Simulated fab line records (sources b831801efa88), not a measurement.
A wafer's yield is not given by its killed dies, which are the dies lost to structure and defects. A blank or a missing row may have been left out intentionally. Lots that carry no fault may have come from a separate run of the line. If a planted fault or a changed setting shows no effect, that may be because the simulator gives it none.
Which tool is to blame?	flow gf180mcu	36 wafers from 12 lots sampled at 5 of the route's 602 steps

## WHAT THE GAUGES READ, wafer by wafer
GF_V1_CD_MEAS_14 targets a cd of 260 nm. Usual: 260.1 nm for cd nm, sd 1.4.
lot	measured	on	cd nm (nm)	flag
L547	day 18 06:20	cd sem-01	259.3 259.1 259.3	
L548	day 18 12:50	cd sem-02	262.1 261.1 261.0	
L550	day 19 14:13	cd sem-02	260.0 259.4 260.2	
L551	day 19 20:17	cd sem-01	259.6 258.8 259.7	
L552	day 20 04:38	cd sem-02	260.5 261.9 261.7	
L554	day 20 23:05	cd sem-02	258.7 258.4 257.8	
L557	day 22 04:08	cd sem-01	259.0 257.7 258.1	
L564	day 24 11:18	cd sem-01	258.3 259.7 259.3	
L565	day 24 15:35	cd sem-02	257.0 259.0 258.7	
L567	day 25 11:42	cd sem-01	260.4 261.5 261.7	
L568	day 25 22:11	cd sem-01	260.1 257.2 259.2	
L569	day 25 23:37	cd sem-02	257.8 258.7 259.2	

GF_M2_CD_MEAS_14 targets a cd of 280 nm. Usual: 280.0 nm for cd nm, sd 1.3.
lot	measured	on	cd nm (nm)	flag
L547	day 19 07:53	cd sem-02	278.4 278.6 278.1	
L548	day 19 15:26	cd sem-01	281.7 281.8 282.6	
L550	day 20 16:18	cd sem-01	279.0 278.8 279.1	
L551	day 20 22:05	cd sem-02	280.7 281.2 280.2	
L552	day 21 05:38	cd sem-01	279.4 281.5 279.2	
L554	day 22 00:47	cd sem-02	279.4 278.3 279.4	
L557	day 23 04:44	cd sem-02	282.1 282.0 281.7	
L564	day 25 10:31	cd sem-01	266.6 266.8 265.9	OFF
L565	day 25 17:30	cd sem-01	268.3 267.8 267.7	OFF
L567	day 26 10:18	cd sem-02	276.9 279.0 278.1	
L568	day 26 20:47	cd sem-02	278.6 277.5 277.8	
L569	day 26 21:31	cd sem-02	280.8 279.8 281.0	

## WHICH TOOL RAN EACH LOT (tool, then ch and the chambers of the sampled wafers, then the start)
lot	GF_V1_STRIP_18	GF_V1_CMP_26	GF_M2_EXPOSE_11
L547	plasma asher-04 ch 0,1, day 18 06:37	cmp-01 ch 0,2,3, day 18 07:33	krf scanner-02 ch 0, day 18 20:08
L548	plasma asher-01 ch 0,1, day 18 13:07	cmp-02 ch 0,1,3, day 18 14:03	krf scanner-01 ch 0, day 19 03:01
L550	plasma asher-01 ch 0,1, day 19 14:28	cmp-01 ch 0,2,3, day 19 15:30	krf scanner-01 ch 0, day 20 04:14
L551	plasma asher-01 ch 0,1, day 19 20:34	cmp-01 ch 1,2,3, day 19 21:32	krf scanner-02 ch 0, day 20 10:01
L552	plasma asher-01 ch 0,1, day 20 04:55	cmp-01 ch 0,2,3, day 20 05:54	krf scanner-02 ch 0, day 20 18:08
L554	plasma asher-01 ch 0,1, day 20 23:26	cmp-02 ch 1,2, day 21 00:23	krf scanner-02 ch 0, day 21 12:44
L557	plasma asher-04 ch 1, day 22 04:25	cmp-01 ch 0,2,3, day 22 05:24	krf scanner-02 ch 0, day 22 17:13
L564	plasma asher-01 ch 1, day 24 11:34	cmp-01 ch 0,1,3, day 24 12:32	krf scanner-02 ch 0, day 25 00:05
L565	plasma asher-04 ch 0,1, day 24 15:52	cmp-01 ch 1,2,3, day 24 19:29	krf scanner-02 ch 0, day 25 06:17
L567	plasma asher-04 ch 0,1, day 25 11:58	cmp-01 ch 1,2,3, day 25 12:55	krf scanner-01 ch 0, day 26 00:10
L568	plasma asher-04 ch 0,1, day 25 22:28	cmp-01 ch 0,1,2, day 25 23:35	krf scanner-01 ch 0, day 26 10:23
L569	plasma asher-02 ch 0,1, day 25 23:54	cmp-02 ch 0,2,3, day 26 00:54	krf scanner-01 ch 0, day 26 11:40
- GF_V1_STRIP_18: strips in O2/N2.
- GF_V1_CMP_26: polishes, stops on SiO2, t overpolish 15 s, target thk 0 nm.
- GF_M2_EXPOSE_11: exposes mask Metal2, target cd 280 nm.

## AS READ BY THE TOOLS THEMSELVES (means over the sampled wafers that have a number; for cases with no such wafer, the mark the record gives instead)
GF_V1_STRIP_18. Usual: drypump motor current A 5.8 A, standard deviation 0.52; heater power w 335 W, standard deviation 36; oes product au 0.599 a.u., standard deviation 0.0053.
lot	tool	drypump motor current A (A)	heater power w (W)	oes product au (a.u.)	flag
L547	plasma asher-04	6.3	295	0.601	
L548	plasma asher-01	5.5	352	0.600	
L550	plasma asher-01	5.5	353	0.597	
L551	plasma asher-01	5.3	373	0.602	
L552	plasma asher-01	5.5	352	0.600	
L554	plasma asher-01	5.3	376	0.601	
L557	plasma asher-04	6.6	293	0.597	
L564	plasma asher-01	5.7	326	0.594	
L565	plasma asher-04	6.1	313	0.604	
L567	plasma asher-04	6.4	302	0.604	
L568	plasma asher-04	6.3	303	0.600	
L569	plasma asher-02	5.9	335	0.599	

GF_V1_CMP_26. Usual: motor current A 11.1 A, standard deviation 1.1; overpolish run s 14.999 s, standard deviation 0.0091; slurry flow ml min 150.0, standard deviation 0.5; time to endpoint s 84.2 s, standard deviation 2.8.
lot	tool	motor current A (A)	overpolish run s (s)	slurry flow ml min	time to endpoint s (s)	flag
L547	cmp-01	12.1	14.988	150.0	82.9	
L548	cmp-02	10.5	14.999	149.9	82.2	
L550	cmp-01	12.0	15.008	149.8	85.4	
L551	cmp-01	11.1	14.999	149.7	82.8	
L552	cmp-01	11.8	14.991	150.5	85.7	
L554	cmp-02	11.4	15.000	149.5	83.1	
L557	cmp-01	11.9	14.990	150.0	80.3	
L564	cmp-01	11.5	14.998	150.5	80.3	
L565	cmp-01	11.2	15.000	149.9	85.5	
L567	cmp-01	11.1	15.000	149.9	82.9	
L568	cmp-01	11.3	15.002	150.1	83.0	
L569	cmp-02	10.3	15.004	149.6	88.8	

GF_M2_EXPOSE_11. Usual: 28.001 for exposure dose mJ cm2, sd 0.026.
lot	tool	exposure dose mJ cm2	flag
L547	krf scanner-02	28.012	
L548	krf scanner-01	28.019	
L550	krf scanner-01	28.000	
L551	krf scanner-02	28.000	
L552	krf scanner-02	27.998	
L554	krf scanner-02	27.987	
L557	krf scanner-02	28.032	
L564	krf scanner-02	30.452	OFF
L565	krf scanner-02	30.468	OFF
L567	krf scanner-01	28.004	
L568	krf scanner-01	28.023	
L569	krf scanner-01	27.983	

## THE ANSWER, worked out from the rows above alone
Rule: lot off if the mean of its wafers having a number is beyond 3 standard deviations from the usual mean. A lot without any number at a reading at which 4 lots or more have one is off too. Where the step has rows for the other lots, those lots are counted as sound. First the gauges in route order, then the tools' own readings, where a lot's mean is used as printed above. The first step at which some lot is off is used, and at that step the reading that is off furthest; a lot without a number counts as furthest.
Off at GF_M2_CD_MEAS_14 (cd nm): L564, L565.
If a tool, at a process step before that reading, ran all the lots that are off and no sound lot after the first of them, it fits. The gauges at GF_M2_CD_MEAS_14 aren't tried: what is off there is off at GF_M2_EXPOSE_11 too, on other tools, and a gauge's error can't cause that. One candidate fits, namely krf scanner-02 at GF_M2_EXPOSE_11. A fault onset in the window from L557 (day 22 17:13, its last sound lot) to L564 (day 25 00:05, its first lot off) fits.
The tool's own readings at GF_M2_EXPOSE_11 bear it out: on the lots that are off they differ by more than 5 times the standard deviation of the sound lots' means. exposure dose mJ cm2 reads 30.460 there against 28.006 on the sound lots.

## WHAT HAD BEEN PUT IN BY THE SIMULATOR
Drift in process parameters on krf scanner-02 at GF_M2_EXPOSE_11, starting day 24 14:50. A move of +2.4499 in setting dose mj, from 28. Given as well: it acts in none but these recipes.
Shown lots that were struck: L564, L565. The same result came from the rule above.
